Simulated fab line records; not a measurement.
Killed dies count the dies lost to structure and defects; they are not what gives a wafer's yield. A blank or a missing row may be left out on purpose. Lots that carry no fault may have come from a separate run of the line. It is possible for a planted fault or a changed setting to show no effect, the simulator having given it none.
Struck lot and sound lot, side by side | flow sky130 | 19 steps out of a route of 708
Sound: these wafers, L330.1, L330.3, L330.4. The struck wafers were L324.1, L324.3, L324.6. The cause is named last.
At each step with rows: each side's tool, then ch and its chambers, then its first start. Under that, the readings that differ: sound wafers | struck wafers | difference of the means | sigmas: that difference in standard deviations of wafers without a fault.
alike: a reading whose means differ by less than 2 such deviations, as well as words and numbers matching on both sides. not compared: withheld readings; readings where some wafer has no value; bounds like >300 that might hide an equal value; numbers whose values overlap and for which the record gives no deviation.
A row with sigmas, a row that says differs or no value, or rows on one side alone: a step with any of these is where the two part. Numbers that have no deviation but don't overlap get no sigmas and don't part them. A reading that every wafer of one side lacks parts them only if that side has two wafers or more.

SKY_POLY_GATE_CD_MEAS_22:
  struck on cd-sem-02, day 20 23:04; sound on cd-sem-02, day 22 19:08
  alike: cd-nm
then, 7 steps without rows for these wafers: SKY_LDD_N_DEHYDRATE_00 (time 60 s); SKY_LDD_N_HMDS_01 (prime time 60 s); SKY_LDD_N_COAT_02 (resist thk 300 nm); SKY_LDD_N_SOFTBAKE_03 (time 60 s); SKY_LDD_N_EXPOSE_04 (exposes mask NTM, target cd 840 nm); SKY_LDD_N_PEB_05; SKY_LDD_N_DEVELOP_06 (develop time 60 s).
SKY_LDD_N_OVL_MEAS_07:
  struck on overlay-01, day 22 05:50; sound on overlay-01, day 24 00:47
  alike: LDD_N_OVL
then, 3 steps without rows for these wafers: SKY_LDD_N_IMPLANT_08; SKY_LDD_N_IMPLANT_09; SKY_LDD_N_IMPLANT_10.
SKY_LDD_N_IMPLANT_11:
  sound on implanter-04 ch 0, day 24 01:16; struck on implanter-01, day 22 06:19
  no value came back on the struck wafers for beam-energy-keV, beam-on-s (s), dose-ions-cm2; on the sound wafers beam-energy-keV reads 20.004 20.001 20.006
then, 4 steps without rows for these wafers: SKY_LDD_N_IMPLANT_12; SKY_LDD_N_IMPLANT_13; SKY_LDD_N_IMPLANT_14; SKY_LDD_N_IMPLANT_15.
SKY_LDD_N_STRIP_16: strips in O2/N2.
  sound on plasma-asher-03 ch 0,1, day 24 02:01; struck on plasma-asher-04 ch 0, day 22 07:04
  reading                      | sound             | struck            | difference | sigmas
  strip-time-to-endpoint-s (s) | 4.334 4.327 4.325 | 4.145 4.136 4.147 | -0.186     | -13
  alike: drypump-motor-current-A, oes-product-au
  not compared: rf-hours-counter-h
SKY_LDD_N_TW_MEAS_17:
  struck on film-metro-02, day 22 07:10; sound on film-metro-02, day 24 02:07
  reading  | sound          | struck         | difference | sigmas
  LDD_N_TW | 2588 2585 2585 | 2441 2435 2432 | -150       | -15

== WHERE THEY PART ==
Last at SKY_LDD_N_TW_MEAS_17 as far as this record goes, first at SKY_LDD_N_IMPLANT_11.

WHY: what had been put in by the simulator
Entire step skipped (implanter-01, SKY_LDD_N_IMPLANT_11), from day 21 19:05 onward. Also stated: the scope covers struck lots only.
